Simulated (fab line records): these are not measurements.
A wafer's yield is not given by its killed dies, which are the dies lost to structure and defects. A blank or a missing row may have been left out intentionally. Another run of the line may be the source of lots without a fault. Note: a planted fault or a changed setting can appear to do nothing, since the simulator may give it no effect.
A single fault, viewed from 2 desks + flow sky130 + what lay behind the numbers comes last; until then each desk has only its own

THE METROLOGY DESK
What the gauges read, lot by lot, whatever tool the lot ran on: means of the sampled wafers that have a number. Marked OUT: a lot whose mean sits more than 4 standard deviations from the usual mean, which makes it out of limits; the brackets give that distance.
Columns: A = VIA2_HDPCVD_THK at SKY_VIA2_THK_MEAS_01, usual 1177 nm
| lot  | first seen here | A    |
|------|-----------------|------|
| L710 | day 36 08:10    | 1179 |
| L713 | day 36 23:50    | 1185 |
| L715 | day 37 19:01    | 1181 |
| L717 | day 38 07:43    | 1175 |
| L718 | day 38 09:49    | 1181 |
| L719 | day 38 14:11    | 1167 |
| L720 | day 38 22:04    | 1189 |
| L721 | day 39 01:28    | 1203 |
| L730 | day 42 11:32    | 1163 |
| L732 | day 42 16:43    | 1177 |
| L733 | day 42 23:03    | 1172 |
This desk's finding: nothing out of limits on any of the 11 lots.

FOR THE TOOL OWNER'S DESK: pvd_sputter-02
The tool's own readings at SKY_METAL3_SPUTTER_02 (material AlCu, target thk 735 nm, time 39.1 s): means of the sampled wafers that have a number, for each lot that ran on this tool. Marked OUT: a lot whose mean sits more than 4 standard deviations from the usual mean, which makes it out of limits; the brackets give that distance.
Columns: A = chamber_pressure_pa at SKY_METAL3_SPUTTER_02, usual 0.4000 Pa; B = throttle_valve_pct at SKY_METAL3_SPUTTER_02, usual 29.6 %
| lot  | first seen here | A                        | B    |
|------|-----------------|--------------------------|------|
| L713 | day 38 03:38    | 0.4001                   | 29.7 |
| L715 | day 38 22:28    | 0.4005                   | 29.3 |
| L718 | day 39 14:11    | 0.4006                   | 29.7 |
| L719 | day 39 18:04    | 0.4960 (+99 or more) OUT | 27.0 |
| L720 | day 40 01:27    | 0.4963 (+99 or more) OUT | 26.8 |
| L732 | day 43 18:37    | 0.4007                   | 29.8 |
Finding of this desk: L719, L720 out of limits; the first was L719 at day 39 18:04, on chamber_pressure_pa at SKY_METAL3_SPUTTER_02. In limits: L713, L715, L718, L732.

TAKEN TOGETHER
The tool owner's desk had the chance to raise an alarm at day 39 18:04 on L719, L720.
Metrology desk: nothing out of limits seen.
The metrology desk has L719, L720 on record, within its limits.
On pvd_sputter-02, each named lot ran SKY_METAL3_SPUTTER_02.

WHAT HAD BEEN PUT IN BY THE SIMULATOR
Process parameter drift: pvd_sputter-02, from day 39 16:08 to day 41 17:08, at SKY_METAL3_SPUTTER_02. Setting chamber_pressure_pa shifted by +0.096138 from 0.4. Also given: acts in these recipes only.
Lots struck among those shown: L719, L720.
Delay in hours, fault start to first out-of-limits reading, by desk: the tool owner's desk at 2.
